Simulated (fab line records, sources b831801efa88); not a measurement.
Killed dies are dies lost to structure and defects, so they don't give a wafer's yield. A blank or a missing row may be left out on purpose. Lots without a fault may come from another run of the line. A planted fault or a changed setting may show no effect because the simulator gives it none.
Which tool did it? | flow sky130 | 10 lots, 30 wafers sampled, at 5 steps of a route of 708

WHAT THE GAUGES READ, wafer by wafer
SKY_LOCAL_INTERCONNECT_RS_MEAS_01: measures by four-point-probe. Usual: LOCAL_INTERCONNECT_TIN_RS 14.25 ohm/sq, standard deviation 0.17.
lot  | measured     | on            | LOCAL_INTERCONNECT_TIN_RS (ohm/sq) | flag
L186 | day 30 18:42 | film_metro-04 | 14.25 14.41 14.34                  |
L185 | day 30 20:33 | film_metro-04 | 14.32 14.18 14.40                  |
L188 | day 31 05:05 | film_metro-03 | 14.34 14.23 14.21                  |
L190 | day 31 15:08 | film_metro-04 | 16.97 16.80 17.18                  | OFF
L192 | day 32 14:05 | film_metro-04 | 17.19 17.11 17.17                  | OFF
L193 | day 32 23:08 | film_metro-04 | 14.15 14.26 14.28                  |
L197 | day 34 01:40 | film_metro-04 | 14.16 14.17 13.95                  |
L200 | day 34 19:27 | film_metro-04 | 14.36 14.60 14.53                  |
L201 | day 35 03:41 | film_metro-02 | 14.28 14.38 14.21                  |
L206 | day 36 17:38 | film_metro-03 | 14.21 14.34 14.23                  |

SKY_LOCAL_INTERCONNECT_THK_MEAS_02: measures by xrf. Usual: LOCAL_INTERCONNECT_TIN_THK 100.9 nm, standard deviation 1.2.
lot  | measured     | on            | LOCAL_INTERCONNECT_TIN_THK (nm) | flag
L186 | day 30 18:49 | film_metro-04 | 100.7 99.4 99.5                 |
L185 | day 30 20:40 | film_metro-04 | 99.7 100.8 99.1                 |
L188 | day 31 05:12 | film_metro-03 | 99.8 99.8 100.1                 |
L190 | day 31 15:15 | film_metro-04 | 87.7 88.8 87.2                  | OFF
L192 | day 32 14:13 | film_metro-04 | 86.4 87.4 86.5                  | OFF
L193 | day 32 23:16 | film_metro-04 | 102.1 100.9 100.6               |
L197 | day 34 01:47 | film_metro-04 | 101.3 101.0 102.9               |
L200 | day 34 19:33 | film_metro-04 | 99.4 98.4 98.9                  |
L201 | day 35 03:48 | film_metro-02 | 101.3 100.6 102.2               |
L206 | day 36 17:44 | film_metro-03 | 100.7 99.4 100.0                |

WHICH TOOL RAN EACH LOT (tool, then ch and the chambers of the sampled wafers, then the start)
lot  | SKY_LI_CONTACT_SPUTTER_19    | SKY_LI_CONTACT_SPUTTER_20    | SKY_LOCAL_INTERCONNECT_SPUTTER_00
L186 | pvd_sputter-01, day 30 17:52 | pvd_sputter-01, day 30 17:57 | pvd_sputter-04, day 30 18:37
L185 | pvd_sputter-03, day 30 19:43 | pvd_sputter-03, day 30 19:48 | pvd_sputter-02, day 30 20:28
L188 | pvd_sputter-03, day 31 04:16 | pvd_sputter-03, day 31 04:21 | pvd_sputter-04, day 31 05:01
L190 | pvd_sputter-04, day 31 14:19 | pvd_sputter-04, day 31 14:24 | pvd_sputter-02, day 31 15:04
L192 | pvd_sputter-01, day 32 13:17 | pvd_sputter-01, day 32 13:22 | pvd_sputter-02, day 32 14:02
L193 | pvd_sputter-03, day 32 22:20 | pvd_sputter-03, day 32 22:25 | pvd_sputter-04, day 32 23:05
L197 | pvd_sputter-04, day 34 00:52 | pvd_sputter-04, day 34 00:56 | pvd_sputter-03, day 34 01:36
L200 | pvd_sputter-01, day 34 18:36 | pvd_sputter-01, day 34 18:41 | pvd_sputter-04, day 34 19:21
L201 | pvd_sputter-01, day 35 02:52 | pvd_sputter-01, day 35 02:57 | pvd_sputter-04, day 35 03:37
L206 | pvd_sputter-04, day 36 16:21 | pvd_sputter-04, day 36 16:25 | pvd_sputter-03, day 36 17:32
- SKY_LI_CONTACT_SPUTTER_19: material Ti, target thk 20 nm, time 106.37 s.
- SKY_LI_CONTACT_SPUTTER_20: material TiN, target thk 20 nm, time 80 s.
- SKY_LOCAL_INTERCONNECT_SPUTTER_00: material TiN, target thk 100 nm, time 83.3 s.

WHAT THE TOOLS THEMSELVES READ (means of the sampled wafers that have a number; where no wafer has one, the mark that the record gives instead)
SKY_LI_CONTACT_SPUTTER_19. Usual: throttle_valve_pct 30.3 %, standard deviation 1.2.
lot  | tool           | throttle_valve_pct (%) | flag
L186 | pvd_sputter-01 | 29.2                   |
L185 | pvd_sputter-03 | 30.9                   |
L188 | pvd_sputter-03 | 30.3                   |
L190 | pvd_sputter-04 | 31.4                   |
L192 | pvd_sputter-01 | 29.8                   |
L193 | pvd_sputter-03 | 31.1                   |
L197 | pvd_sputter-04 | 30.4                   |
L200 | pvd_sputter-01 | 29.7                   |
L201 | pvd_sputter-01 | 29.6                   |
L206 | pvd_sputter-04 | 32.0                   |

SKY_LI_CONTACT_SPUTTER_20. Usual: throttle_valve_pct 30.3 %, standard deviation 1.2.
lot  | tool           | throttle_valve_pct (%) | flag
L186 | pvd_sputter-01 | 29.1                   |
L185 | pvd_sputter-03 | 30.9                   |
L188 | pvd_sputter-03 | 30.4                   |
L190 | pvd_sputter-04 | 31.5                   |
L192 | pvd_sputter-01 | 29.7                   |
L193 | pvd_sputter-03 | 31.3                   |
L197 | pvd_sputter-04 | 30.4                   |
L200 | pvd_sputter-01 | 29.7                   |
L201 | pvd_sputter-01 | 29.6                   |
L206 | pvd_sputter-04 | 31.9                   |

SKY_LOCAL_INTERCONNECT_SPUTTER_00. Usual: throttle_valve_pct 30.6 %, standard deviation 1.
lot  | tool           | throttle_valve_pct (%) | flag
L186 | pvd_sputter-04 | 31.1                   |
L185 | pvd_sputter-02 | 30.4                   |
L188 | pvd_sputter-04 | 32.1                   |
L190 | pvd_sputter-02 | 30.3                   |
L192 | pvd_sputter-02 | 30.2                   |
L193 | pvd_sputter-04 | 31.4                   |
L197 | pvd_sputter-03 | 30.3                   |
L200 | pvd_sputter-04 | 30.4                   |
L201 | pvd_sputter-04 | 31.4                   |
L206 | pvd_sputter-03 | 31.3                   |

THE ANSWER, worked out from the rows above alone
Rule: a lot is off if the mean of its wafers that have a number lies more than 3 standard deviations from the usual mean. A lot without any number at a reading at which 4 lots or more have one is off too. The other lots that the step has rows for count as sound. The gauges are gone through in route order, then the tools' own readings, and for those a lot's mean is taken as printed above. The first step at which some lot is off is used, and at that step the reading that is off furthest; a lot without a number counts as furthest.
Off: L190, L192, at SKY_LOCAL_INTERCONNECT_RS_MEAS_01 (LOCAL_INTERCONNECT_TIN_RS).
A tool fits if, at a process step before that reading, it ran every lot that is off, and no sound lot after the first of them. The gauges at SKY_LOCAL_INTERCONNECT_RS_MEAS_01 are tried like those tools. One fits: pvd_sputter-02 at SKY_LOCAL_INTERCONNECT_SPUTTER_00. Its last sound lot is L185 (day 30 20:28), its first lot that is off L190 (day 31 15:04): a fault that began between those two fits.

WHAT THE SIMULATOR HAD PUT IN
Site profile drift: pvd_sputter-02, from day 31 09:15 on, at SKY_LOCAL_INTERCONNECT_SPUTTER_00. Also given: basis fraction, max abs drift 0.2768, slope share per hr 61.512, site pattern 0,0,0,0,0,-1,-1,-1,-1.
Lots struck among those shown: L190, L192. The rule above found the same.
